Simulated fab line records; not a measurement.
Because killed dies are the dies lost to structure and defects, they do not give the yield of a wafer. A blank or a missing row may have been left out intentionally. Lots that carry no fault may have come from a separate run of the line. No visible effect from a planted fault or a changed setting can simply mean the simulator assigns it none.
Problem report, 8D (eight disciplines) form, completed by code + flow gf180mcu + the parts of the form that need people (team, actions taken, sign-off) are left out

## 1. WHAT WENT WRONG
Wafers without a fault read 24.999, standard deviation 0.0076; beamEnergyKeV at GF_VT_IMPLANT_IMPLANT_30 reads a mean of 27.596 on 6 wafers belonging to 2 lots. That is +99 or more standard deviations from the usual mean.
Earliest sighting: wafer L872.2 on implanter-01 at day 9 06:34. Wafers with a number at this step in the record: 18, from 6 lots. Rule for "out" (also "out of limits"): further than 4 standard deviations from the usual mean. The other wafers with a number count as sound.

## 2. WHAT THIS IS AND IS NOT
| question                    | is                     | is not                                                                   |
|-----------------------------|------------------------|--------------------------------------------------------------------------|
| which readings at this step | beamEnergyKeV          | endStationPressureTorr                                                   |
| which lots                  | L872, L874             | L870, L871, L883, L884                                                   |
| which wafers of those lots  | all that have a number | -                                                                        |
| read on which tools         | implanter-01           | implanter-03, implanter-04                                               |
| when                        | from day 9 06:34       | up to then (6 sound wafers); but 6 sound wafers of L883, L884 came after |

## 3. SUSPECTS, AND WHAT RULES EACH OUT
Counting: any tool at a process step up to the reading is kept as a suspect provided that every lot that is out went through it and no sound lot did after the first of them.
- implanter-01 at GF_VT_IMPLANT_IMPLANT_30: ruled out as a lasting fault. Sound lots L883 ran on it after its first lot that is out, L872 (day 9 06:34).
Left after counting: nothing in the record.

## 4. THE CAUSE (what the simulator had put in)
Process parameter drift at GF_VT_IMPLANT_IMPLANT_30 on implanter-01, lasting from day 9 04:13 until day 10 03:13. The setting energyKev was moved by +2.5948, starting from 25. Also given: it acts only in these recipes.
Counting ruled it out, wrongly.

## 5. THE CHAIN OF EFFECTS, in route order
One row per reading whose mean, taken over the struck wafers that have a number, lies over 3 standard deviations from the usual. Readings are gone through only where the record gives a usual standard deviation; hours: the median, over the lots, of the time from a lot's start at the first step in this table giving one to that lot's start at this step; sigmas: the change measured in usual standard deviations.
| hours | step                     | reading       | usual  | on struck wafers | change | sigmas      |
|-------|--------------------------|---------------|--------|------------------|--------|-------------|
| 0     | GF_VT_IMPLANT_IMPLANT_30 | beamEnergyKeV | 24.999 | 27.596           | +2.597 | +99 or more |
Its process steps:
- GF_VT_IMPLANT_IMPLANT_30

## 6. HOW IT WOULD HAVE BEEN CAUGHT EARLIER
In this record the first reading out of limits was taken at day 9 06:34, 2 hours after the fault began at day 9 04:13.
